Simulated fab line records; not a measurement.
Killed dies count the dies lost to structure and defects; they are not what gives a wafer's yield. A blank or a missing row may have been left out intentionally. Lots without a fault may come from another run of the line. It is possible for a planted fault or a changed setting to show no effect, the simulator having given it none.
fab line records + flow sky130
record:
- lots: 5
- wafers: 15
- last_day: 50
route steps=708 shown CONTACT@424 METAL1@434 PAD_OPEN@708
lots with no fault: from the same line, run without faults
start_h: the number of hours between the record's first day and the start of the first shown wafer of the lot + wait_h: hours from the lot's prior step to this one + " the same as in the row above + L1.1+2: several wafers, shown together as one row + - either no value or no given start + * or withheld: withheld + < > ~ a bound
route shown NAME@n: names a module that has steps shown in the file, with the first one's number in the route + usual: mean/standard deviation of fault-free wafers + same: alike in all rows + chamber/n: place in a boat + sites: per-site readings + _std_site: how widely they spread, as a standard deviation + _edge_site: outer sites' mean less inner sites' + radius_mm: how far each site lies from the wafer's centre + mask NAME#n: copy n + behind: tool/chamber where the wafer was last shaped + hold: the reason the lot was held/the length of the hold in hours/how it ended + device: whichever transistor did not switch (one of n, p or np) + end of line: tests run on the same wafers once the route is complete + a step without rows: its recipe alone + killed: not the wafer's yield, but the dies lost to structure and defects at the first sort + map: a wafer's dies, x killed, . not, _ none there
set.NAME: the setting as run; set.NAME@STEP: as run at that earlier step + model.NAME: the simulator's own value behind a step, which no gauge read
a table for each step, a row for each wafer; lots at some steps of the route
services: from which hour (start_h, from the record's first day; less than 0 if before it) a tool's chamber was out of use, for how many hours, and why
== steps ==
step: SKY_CONTACT_ETCH_18
recipe:
- target: Si3N4
- chemistry: CHF3/O2
- stop_on: TiN
- source_w: 600
- bias_w: 200
- pressure_mtorr: 40
- chf3_flow_sccm: 50
- O2_flow_sccm: 5
- time_s: 39
- target_depth_a: 750
step: SKY_CONTACT_STRIP_19
recipe:
- chemistry: O2/N2
- power_w: 1400
- pressure_mtorr: 1500
- platen_temp_c: withheld
- o2_flow_sccm: 3000
- n2_flow_sccm: 300
- overash_fraction: 0.5
step: SKY_CONTACT_STRIP_20
recipe:
- chemistry: post_etch_residue_remover
- time_s: 1200
- temp_c: 72.5
step: SKY_CONTACT_CLEAN_21
recipe:
- chemistry: IPA
- time_s: 180
- temp_c: 25
step: SKY_CONTACT_CLEAN_22
recipe:
- chemistry: O3/DIW
- dry: n2_spin
step: SKY_CONTACT_SPUTTER_23
recipe:
- material: TiN
- target_thk_nm: 20
- chamber_pressure_pa: 5
- power_w: 4000
- time_s: 80
step: SKY_CONTACT_CVD_24
recipe:
- material: W
- target_thk_nm: 340
- time_s: 102.12
- temp_c: 400
- pressure_torr: 40
step: SKY_CONTACT_CMP_27
recipe:
- stop_on: SiO2
- t_overpolish_s: 15
- down_force_psi: 3.5
- platen_rpm: 60
- target_thk_nm: 0
- pad_velocity_m_s: 0.94248
step: SKY_METAL1_SPUTTER_00
recipe:
- material: Ti
- target_thk_nm: 15
- power_w: 3000
- time_s: 10
- chamber_pressure_pa: 0.4
step: SKY_METAL1_SPUTTER_01
recipe:
- material: TiN
- target_thk_nm: 20
- power_w: 6500
- time_s: 16.7
- chamber_pressure_pa: 0.4
step: SKY_METAL1_SPUTTER_02
recipe:
- material: AlCu
- target_thk_nm: 250
- power_w: 10600
- time_s: 13.3
- chamber_pressure_pa: 0.4
usual:
- throttle_valve_pct: 29.9/1.1
| lot.wafer | tool           | chamber | start_h | wait_h | throttle_valve_pct | model.AlCu_of_METAL1_SPUTTER_02.thk_nm |
|-----------|----------------|---------|---------|--------|--------------------|----------------------------------------|
| L960.1    | pvd_sputter-01 | -       | 750.19  | 0.0    | 31.2               | 245.3                                  |
| L960.3    | "              | -       | "       | "      | 31.3               | 245.1                                  |
| L960.6    | "              | -       | "       | "      | 31.4               | 245.3                                  |
| L970.1    | pvd_sputter-01 | -       | 834.34  | 0.0    | 31.3               | 127.8                                  |
| L970.2    | "              | -       | "       | "      | 29.9               | 132.5                                  |
| L970.4    | "              | -       | "       | "      | 27.5               | 127.4                                  |
| L971.2    | pvd_sputter-01 | -       | 839.40  | 0.0    | 31.3               | 131.9                                  |
| L971.5    | "              | -       | "       | "      | 31.3               | 130.8                                  |
| L971.6    | "              | -       | "       | "      | 27.8               | 129.9                                  |
| L974.3    | pvd_sputter-01 | -       | 854.56  | 0.0    | 29.7               | 136.9                                  |
| L974.4    | "              | -       | "       | "      | 30.0               | 135.9                                  |
| L974.6    | "              | -       | "       | "      | 27.7               | 131.2                                  |
| L982.2    | pvd_sputter-02 | -       | 906.65  | 0.0    | 30.4               | 248.2                                  |
| L982.3    | "              | -       | "       | "      | 28.8               | 248.8                                  |
| L982.5    | "              | -       | "       | "      | 31.2               | 245.3                                  |
step: SKY_METAL1_SPUTTER_03
recipe:
- material: Ti
- target_thk_nm: 5
- power_w: 3000
- time_s: 3.3
- chamber_pressure_pa: 0.4
step: SKY_METAL1_SPUTTER_04
recipe:
- material: TiN
- target_thk_nm: 70
- power_w: 6500
- time_s: 58.3
- chamber_pressure_pa: 0.4
step: SKY_METAL1_RS_MEAS_05
recipe:
- thk_meas_gauge: four-point-probe
- reads: TiN_of_METAL1_SPUTTER_04+Ti_of_METAL1_SPUTTER_03+AlCu_of_METAL1_SPUTTER_02+TiN_of_METAL1_SPUTTER_01+Ti_of_METAL1_SPUTTER_00
usual:
- METAL1_ALCU_RS: 0.1268/0.0019
| lot.wafer | tool          | chamber | start_h | wait_h | METAL1_ALCU_RS[ohm/sq] |
|-----------|---------------|---------|---------|--------|------------------------|
| L960.1    | film_metro-02 | -       | 750.28  | 0.0    | 0.1292                 |
| L960.3    | "             | -       | "       | "      | 0.1293                 |
| L960.6    | "             | -       | "       | "      | 0.1294                 |
| L970.1    | film_metro-04 | -       | 834.43  | 0.0    | 0.2565                 |
| L970.2    | "             | -       | "       | "      | 0.2472                 |
| L970.4    | "             | -       | "       | "      | 0.2577                 |
| L971.2    | film_metro-04 | -       | 839.51  | 0.0    | 0.2480                 |
| L971.5    | "             | -       | "       | "      | 0.2507                 |
| L971.6    | "             | -       | "       | "      | 0.2522                 |
| L974.3    | film_metro-04 | -       | 854.70  | 0.1    | 0.2387                 |
| L974.4    | "             | -       | "       | "      | 0.2405                 |
| L974.6    | "             | -       | "       | "      | 0.2495                 |
| L982.2    | film_metro-02 | -       | 906.76  | 0.0    | 0.1278                 |
| L982.3    | "             | -       | "       | "      | 0.1275                 |
| L982.5    | "             | -       | "       | "      | 0.1293                 |
step: SKY_METAL1_THK_MEAS_06
recipe:
- thk_meas_gauge: xrf
- reads: AlCu_of_METAL1_SPUTTER_02
usual:
- METAL1_ALCU_THK: 246/3.4
| lot.wafer | tool          | chamber | start_h | wait_h | METAL1_ALCU_THK[nm] |
|-----------|---------------|---------|---------|--------|---------------------|
| L960.1    | film_metro-02 | -       | 750.40  | 0.1    | 241                 |
| L960.3    | "             | -       | "       | "      | 242                 |
| L960.6    | "             | -       | "       | "      | 242                 |
| L970.1    | film_metro-04 | -       | 834.55  | 0.1    | 127                 |
| L970.2    | "             | -       | "       | "      | 132                 |
| L970.4    | "             | -       | "       | "      | 127                 |
| L971.2    | film_metro-04 | -       | 839.62  | 0.1    | 130                 |
| L971.5    | "             | -       | "       | "      | 129                 |
| L971.6    | "             | -       | "       | "      | 128                 |
| L974.3    | film_metro-04 | -       | 854.80  | 0.1    | 134                 |
| L974.4    | "             | -       | "       | "      | 134                 |
| L974.6    | "             | -       | "       | "      | 131                 |
| L982.2    | film_metro-02 | -       | 906.87  | 0.1    | 243                 |
| L982.3    | "             | -       | "       | "      | 243                 |
| L982.5    | "             | -       | "       | "      | 242                 |
step: SKY_METAL1_DEHYDRATE_07
recipe:
- temp_c: 200
- time_s: 60
step: SKY_METAL1_HMDS_08
recipe:
- prime_time_s: 60
- prime_temp_c: 120
step: SKY_METAL1_COAT_09
recipe:
- resist: BARC
- temp_c: withheld
- time_s: withheld
- spin_rpm: 3000
- resist_thk_nm: 60
step: SKY_METAL1_COAT_10
recipe:
- resist: KrF-thick
- spin_rpm: 3000
- resist_thk_nm: 450
step: SKY_METAL1_SOFTBAKE_11
recipe:
- temp_c: 100
- time_s: 90
- resist: KrF-thick
step: SKY_METAL1_EXPOSE_12
recipe:
- mask_id: MM1
- na: 0.8
- source_shape: annular
- sigma_inner: 0.55
- sigma_outer: 0.85
- target_cd_nm: 140
- dose_mj: 28
step: SKY_METAL1_PEB_13
recipe:
- peb_temp_c: withheld
- peb_time_s: withheld
- resist: KrF-thick
step: SKY_METAL1_DEVELOP_14
recipe:
- develop_time_s: 60
- resist: KrF-thick
- dev_temp_c: 21
step: SKY_METAL1_DESCUM_17
recipe:
- chemistry: O2
- source_power_w: 150
- bias_power_w: 0
- pressure_mtorr: 10
- temp_c: 40
- time_s: 8
step: SKY_METAL1_ETCH_18
recipe:
- chemistry: N2/H2
- target: BARC
- ion_energy_ev: 200
- bias_w: 100
- pressure_mtorr: 30
- n2_flow_sccm: 100
- h2_flow_sccm: 200
- icp_w: 500
- stop_on: SiO2
- time_s: 45.9
- target_depth_a: 600
step: SKY_METAL1_METAL_ETCH_19
recipe:
- target_depth_a: 3600
- stop_on: SiO2
- over_etch_frac: 0.3
- time_s: 78
- chemistry: Cl2/BCl3
- resist_sidewall_deg: 88
- pressure_mtorr: 10
- icp_w: 900
- bias_w: 48.5
- Cl2_flow_sccm: 60
- bcl3_flow_sccm: 30
usual:
- bcl3_flow_sccm: 30.01/0.097
- chamber_pressure_mTorr: 9.999/0.0099
- drypump_motor_current_A: 5.6/0.47
- mfc_cl2_sccm: 60.00/0.19
- oes_product_au: 0.854/0.0071
- throttle_valve_pct: 22.263/0.0087
| lot.wafer | tool         | chamber | start_h | wait_h | bcl3_flow_sccm | chamber_pressure_mTorr | drypump_motor_current_A | mfc_cl2_sccm | oes_product_au | rf_hours_counter_h | throttle_valve_pct |
|-----------|--------------|---------|---------|--------|----------------|------------------------|-------------------------|--------------|----------------|--------------------|--------------------|
| L960.1    | rie_metal-02 | 1       | 777.96  | 0.0    | 29.96          | 10.006                 | 6.4                     | 59.64        | 0.846          | 8                  | 22.261             |
| L960.3    | "            | 1       | "       | "      | 30.06          | 10.002                 | 6.3                     | 59.80        | 0.847          | -                  | 22.276             |
| L960.6    | "            | 0       | "       | "      | 29.85          | 10.003                 | 5.2                     | 59.96        | 0.845          | -                  | 22.265             |
| L970.1    | rie_metal-04 | 1       | 860.23  | 0.0    | 30.16          | 9.992                  | 5.2                     | 60.02        | 0.716          | 12                 | 22.285             |
| L970.2    | "            | 0       | "       | "      | 29.92          | 9.990                  | 5.9                     | 59.62        | 0.717          | 8                  | 22.279             |
| L970.4    | "            | 1       | "       | "      | 30.05          | 9.998                  | 5.2                     | 60.24        | 0.719          | -                  | 22.259             |
| L971.2    | rie_metal-04 | 1       | 866.26  | 0.0    | 29.87          | 9.996                  | 5.2                     | 60.01        | 0.730          | 12                 | 22.265             |
| L971.5    | "            | 1       | "       | "      | 29.93          | 10.013                 | 5.1                     | 60.13        | 0.721          | -                  | 22.264             |
| L971.6    | "            | 0       | "       | "      | 29.90          | 10.006                 | 5.9                     | 60.13        | 0.726          | -                  | 22.262             |
| L974.3    | rie_metal-02 | 1       | 881.19  | 0.1    | 29.92          | 10.000                 | 6.3                     | 59.73        | 0.718          | -                  | 22.263             |
| L974.4    | "            | 0       | "       | "      | 30.00          | 9.993                  | 5.2                     | 59.90        | 0.724          | -                  | 22.263             |
| L974.6    | "            | 1       | "       | "      | 30.04          | 9.997                  | 6.4                     | 59.96        | 0.726          | -                  | 22.262             |
| L982.2    | rie_metal-02 | 1       | 932.03  | 0.0    | 30.08          | 9.999                  | 6.3                     | 60.00        | 0.850          | 15                 | 22.262             |
| L982.3    | "            | 1       | "       | "      | 30.08          | 9.997                  | 6.4                     | 60.16        | 0.861          | -                  | 22.261             |
| L982.5    | "            | 0       | "       | "      | 30.13          | 9.994                  | 5.2                     | 59.74        | 0.845          | -                  | 22.258             |
step: SKY_METAL1_STRIP_20
recipe:
- chemistry: O2/N2
- power_w: 1400
- pressure_mtorr: 1500
- platen_temp_c: withheld
- o2_flow_sccm: 3000
- n2_flow_sccm: 300
- overash_fraction: 0.5
step: SKY_PAD_OPEN_PROBE_99
usual:
- defect_limited_yield: 82.2/2
- killed_at_M0_to_M3: 45/7.2
- killed_at_M4_up: 3.0/1.8
- killed_at_contacts: 25/6.1
- killed_at_front_end: 14/4.4
- killed_at_other: 0.2/0.44
- killed_dies: 88/10
- killed_open: 48/7.4
- killed_short: 40/6.3
- sort_bin_3_pad_short: 0.9/0.41
- sort_bin_5_function: 10.6/1.5
- sort_bin_6_memory: 6.4/1.2
- sort_n_pass: 404/10
- sort_yield_pct: 82.2/2
same:
- gross_dies: 492
- killed_at_back_side: 0
- sort_bin_4_leakage[%]: 0
- sort_bin_8_speed[%]: 0
| lot.wafer | tool      | chamber | start_h | wait_h | defect_limited_yield[%] | killed_at_M0_to_M3 | killed_at_M4_up | killed_at_contacts | killed_at_front_end | killed_at_other | killed_dies | killed_open | killed_short | sort_bin_3_pad_short[%] | sort_bin_5_function[%] | sort_bin_6_memory[%] | sort_n_pass | sort_yield_pct[%] | model.etest.met1.line_ohm_um | model.etest.met1.rs_ohm_sq | model.etest.met1.rs_ohm_sq_rim_less_centre |
|-----------|-----------|---------|---------|--------|-------------------------|--------------------|-----------------|--------------------|---------------------|-----------------|-------------|-------------|--------------|-------------------------|------------------------|----------------------|-------------|-------------------|------------------------------|----------------------------|--------------------------------------------|
| L960.1    | prober-01 | -       | 1088.32 | 0.1    | 81.9                    | 58                 | 3               | 21                 | 7                   | 0               | 89          | 46          | 43           | 1.0                     | 10.8                   | 6.3                  | 403         | 81.9              | 0.9116                       | 0.131                      | -0.0008405                                 |
| L960.3    | prober-01 | -       | 1088.42 | 0.2    | 83.3                    | 51                 | 0               | 24                 | 7                   | 0               | 82          | 37          | 45           | 0.4                     | 8.9                    | 7.3                  | 410         | 83.3              | 0.9191                       | 0.1309                     | -5.928e-05                                 |
| L960.6    | prober-01 | -       | 1088.57 | 0.2    | 79.3                    | 56                 | 6               | 26                 | 12                  | 2               | 102         | 50          | 52           | 1.8                     | 10.8                   | 8.1                  | 390         | 79.3              | 0.9057                       | 0.13                       | 0.002096                                   |
| L970.1    | prober-01 | -       | 1149.49 | 0.1    | 81.7                    | 49                 | 2               | 25                 | 14                  | 0               | 90          | 51          | 39           | 1.2                     | 9.3                    | 7.7                  | 402         | 81.7              | 1.788                        | 0.2583                     | 0.005435                                   |
| L970.2    | prober-01 | -       | 1149.54 | 0.1    | 80.7                    | 49                 | 5               | 15                 | 26                  | 0               | 95          | 39          | 56           | 1.0                     | 12.2                   | 6.1                  | 397         | 80.7              | 1.789                        | 0.2495                     | -0.00187                                   |
| L970.4    | prober-01 | -       | 1149.64 | 0.2    | 80.7                    | 53                 | 3               | 25                 | 13                  | 1               | 95          | 53          | 42           | 0.8                     | 11.4                   | 7.1                  | 397         | 80.7              | 1.812                        | 0.2601                     | 0.0008467                                  |
| L971.2    | prober-02 | -       | 1152.86 | 0.1    | 82.5                    | 45                 | 5               | 22                 | 14                  | 0               | 86          | 49          | 37           | 1.0                     | 8.7                    | 7.7                  | 406         | 82.5              | 1.777                        | 0.2482                     | -0.005738                                  |
| L971.5    | prober-02 | -       | 1153.01 | 0.2    | 81.9                    | 36                 | 2               | 33                 | 18                  | 0               | 89          | 49          | 40           | 0.8                     | 11.2                   | 6.1                  | 403         | 81.9              | 1.779                        | 0.2525                     | 0.003483                                   |
| L971.6    | prober-02 | -       | 1153.06 | 0.2    | 79.5                    | 42                 | 2               | 37                 | 20                  | 0               | 101         | 59          | 42           | 1.0                     | 13.2                   | 6.3                  | 391         | 79.5              | 1.792                        | 0.2539                     | 0.002961                                   |
| L974.3    | prober-01 | -       | 1167.50 | 0.2    | 82.9                    | 40                 | 1               | 29                 | 14                  | 0               | 84          | 45          | 39           | 1.0                     | 11.2                   | 4.9                  | 408         | 82.9              | 1.747                        | 0.2398                     | 0.0003376                                  |
| L974.4    | prober-01 | -       | 1167.55 | 0.2    | 82.3                    | 42                 | 3               | 27                 | 15                  | 0               | 87          | 50          | 37           | 0.8                     | 9.6                    | 7.3                  | 405         | 82.3              | 1.687                        | 0.2443                     | -0.001219                                  |
| L974.6    | prober-01 | -       | 1167.65 | 0.2    | 82.9                    | 51                 | 0               | 20                 | 13                  | 0               | 84          | 45          | 39           | 1.4                     | 10.4                   | 5.3                  | 408         | 82.9              | 1.765                        | 0.2498                     | -0.001129                                  |
| L982.2    | prober-02 | -       | 1198.52 | 0.1    | 80.9                    | 51                 | 2               | 21                 | 19                  | 1               | 94          | 50          | 44           | 0.8                     | 12.4                   | 5.9                  | 398         | 80.9              | 0.8947                       | 0.1304                     | -0.0004182                                 |
| L982.3    | prober-02 | -       | 1198.57 | 0.2    | 85.8                    | 42                 | 1               | 13                 | 13                  | 1               | 70          | 42          | 28           | 0.6                     | 9.3                    | 4.3                  | 422         | 85.8              | 0.8906                       | 0.1291                     | -0.002285                                  |
| L982.5    | prober-02 | -       | 1198.67 | 0.2    | 84.1                    | 47                 | 3               | 16                 | 11                  | 1               | 78          | 38          | 40           | 0                       | 10.4                   | 5.5                  | 414         | 84.1              | 0.8747                       | 0.1293                     | 0.002153                                   |
killed by level:class
L960.1 VIA1:geometric_particle:open=12 METAL2:geometric_particle:short=9 CONTACT:geometric_particle:open=8 VIA2:geometric_particle:open=8 VIA3:geometric_particle:open=7 VIA1:geometric_particle:short=6 VIA2:geometric_particle:short=6 LI_CONTACT:geometric_particle:open=4
L960.3 METAL2:geometric_particle:short=10 VIA1:geometric_particle:open=9 CONTACT:geometric_particle:open=8 LI_CONTACT:geometric_particle:open=7 VIA1:geometric_particle:short=7 METAL1:geometric_particle:short=6 VIA2:geometric_particle:open=5 CONTACT:geometric_particle:short=4
L960.6 VIA1:geometric_particle:open=14 VIA1:geometric_particle:short=10 CONTACT:geometric_particle:open=9 VIA3:geometric_particle:open=8 LOCAL_INTERCONNECT:geometric_particle:short=6 VIA2:geometric_particle:open=6 METAL1:geometric_particle:short=5 CONTACT:geometric_particle:short=5
L970.1 VIA1:geometric_particle:open=14 CONTACT:geometric_particle:open=10 LI_CONTACT:geometric_particle:open=9 VIA2:geometric_particle:short=6 VIA3:geometric_particle:open=5 METAL2:geometric_particle:short=5 VIA2:geometric_particle:open=5 METAL3:geometric_particle:short=5
L970.2 POLY_GATE:geometric_particle:short=9 VIA1:geometric_particle:open=9 VIA3:geometric_particle:open=7 POLY_GATE:geometric_particle:open=6 VIA2:geometric_particle:short=6 METAL1:geometric_particle:short=6 VIA1:geometric_particle:short=6 CONTACT:geometric_particle:open=5
L970.4 VIA1:geometric_particle:open=12 CONTACT:geometric_particle:open=11 VIA3:geometric_particle:open=8 POLY_GATE:geometric_particle:open=6 METAL1:geometric_particle:short=6 LI_CONTACT:geometric_particle:open=5 METAL2:geometric_particle:short=5 VIA1:geometric_particle:short=5
L971.2 VIA1:geometric_particle:open=10 LI_CONTACT:geometric_particle:open=9 VIA1:geometric_particle:short=7 VIA2:geometric_particle:open=7 CONTACT:geometric_particle:open=6 VIA3:geometric_particle:open=6 METAL4:geometric_particle:short=5 FIELD_ISO:geometric_particle:open=4
L971.5 CONTACT:geometric_particle:open=13 FIELD_ISO:geometric_particle:open=8 VIA3:geometric_particle:open=7 FIELD_ISO:geometric_particle:short=6 LOCAL_INTERCONNECT:geometric_particle:short=6 LI_CONTACT:geometric_particle:open=5 CONTACT:geometric_particle:short=5 VIA2:geometric_particle:open=5
L971.6 CONTACT:geometric_particle:open=15 VIA1:geometric_particle:open=12 LI_CONTACT:geometric_particle:open=11 FIELD_ISO:geometric_particle:open=8 METAL1:geometric_particle:short=6 CONTACT:geometric_particle:short=6 VIA3:geometric_particle:open=6 LOCAL_INTERCONNECT:geometric_particle:short=5
L974.3 CONTACT:geometric_particle:open=12 METAL1:geometric_particle:short=8 VIA1:geometric_particle:open=8 LI_CONTACT:geometric_particle:open=6 VIA2:geometric_particle:open=6 CONTACT:geometric_particle:short=5 METAL2:geometric_particle:short=5 POLY_GATE:geometric_particle:short=4
L974.4 VIA1:geometric_particle:open=15 CONTACT:geometric_particle:open=10 VIA1:geometric_particle:short=7 CONTACT:geometric_particle:short=6 FIELD_ISO:geometric_particle:open=5 METAL1:geometric_particle:short=5 POLY_GATE:geometric_particle:short=4 LI_CONTACT:geometric_particle:open=4
L974.6 VIA1:geometric_particle:open=13 METAL1:geometric_particle:short=10 VIA3:geometric_particle:open=9 CONTACT:geometric_particle:short=6 VIA1:geometric_particle:short=6 FIELD_ISO:geometric_particle:short=5 POLY_GATE:geometric_particle:open=4 LOCAL_INTERCONNECT:geometric_particle:open=4
L982.2 VIA1:geometric_particle:open=12 CONTACT:geometric_particle:open=11 METAL2:geometric_particle:short=11 VIA3:geometric_particle:open=7 VIA2:geometric_particle:open=6 FIELD_ISO:geometric_particle:short=5 CONTACT:geometric_particle:short=5 VIA1:geometric_particle:short=3
L982.3 VIA2:geometric_particle:open=9 VIA1:geometric_particle:open=8 VIA3:geometric_particle:open=8 LI_CONTACT:geometric_particle:open=5 CONTACT:geometric_particle:short=4 POLY_GATE:geometric_particle:short=3 POLY_GATE:geometric_particle:open=3 METAL3:geometric_particle:short=3
L982.5 VIA1:geometric_particle:open=11 VIA1:geometric_particle:short=10 METAL1:geometric_particle:short=8 CONTACT:geometric_particle:open=7 VIA2:geometric_particle:open=5 POLY_GATE:geometric_particle:open=4 LI_CONTACT:geometric_particle:open=4 METAL2:geometric_particle:short=3
== services ==
| tool           | chamber | start_h | hours | kind                   |
|----------------|---------|---------|-------|------------------------|
| pvd_sputter-01 | -       | 733.17  | 7.0   | repair                 |
| pvd_sputter-01 | -       | 811.31  | 12.5  | repair                 |
| pvd_sputter-01 | 2       | 840.75  | -     | consumable_replace:kit |
| pvd_sputter-01 | 2       | 840.75  | 18.0  | scheduled_down         |
| pvd_sputter-01 | 2       | 840.75  | 18.0  | vent_cycle             |
| pvd_sputter-02 | 0       | 851.05  | -     | consumable_replace:kit |
| pvd_sputter-02 | 0       | 851.05  | 18.0  | scheduled_down         |
| pvd_sputter-02 | 0       | 851.05  | 18.0  | vent_cycle             |
| pvd_sputter-01 | -       | 878.44  | 4.8   | repair                 |
== key ==
first_sign:
- step: SKY_METAL1_RS_MEAS_05
- reading: METAL1_ALCU_RS
- direction: up
- sigmas: 66
- usual: 0.1268
- struck: 0.2490
effect:
- step: SKY_METAL1_THK_MEAS_06
- reading: METAL1_ALCU_THK
- direction: down
- sigmas: 34
- usual: 246
- struck: 130
effect:
- step: SKY_METAL1_METAL_ETCH_19
- reading: oes_product_au
- direction: down
- sigmas: 19
- usual: 0.854
- struck: 0.722
model_effect:
- step: SKY_METAL1_SPUTTER_02
- value: AlCu_of_METAL1_SPUTTER_02.thk_nm
- without: 248.5
- struck: 131.6
model_effect:
- step: SKY_PAD_OPEN_PROBE_99
- value: etest.met1.line_ohm_um
- without: 0.9082
- struck: 1.771
met_at SKY_METAL1_SPUTTER_02
struck_wafers L970.1,L970.2,L970.4,L971.2,L971.5,L971.6,L974.3,L974.4,L974.6
onset_between 750.19 834.34
fault:
- kind: process_parameter_drift
- tool: pvd_sputter-01
- chamber: -
- onset_h: 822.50
- steps: SKY_METAL1_SPUTTER_02
- channel: target_thk_nm
- offset: -116.96
- shape: step
- end_h: 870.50
- acts_in: these_recipes_only
- stated: 250
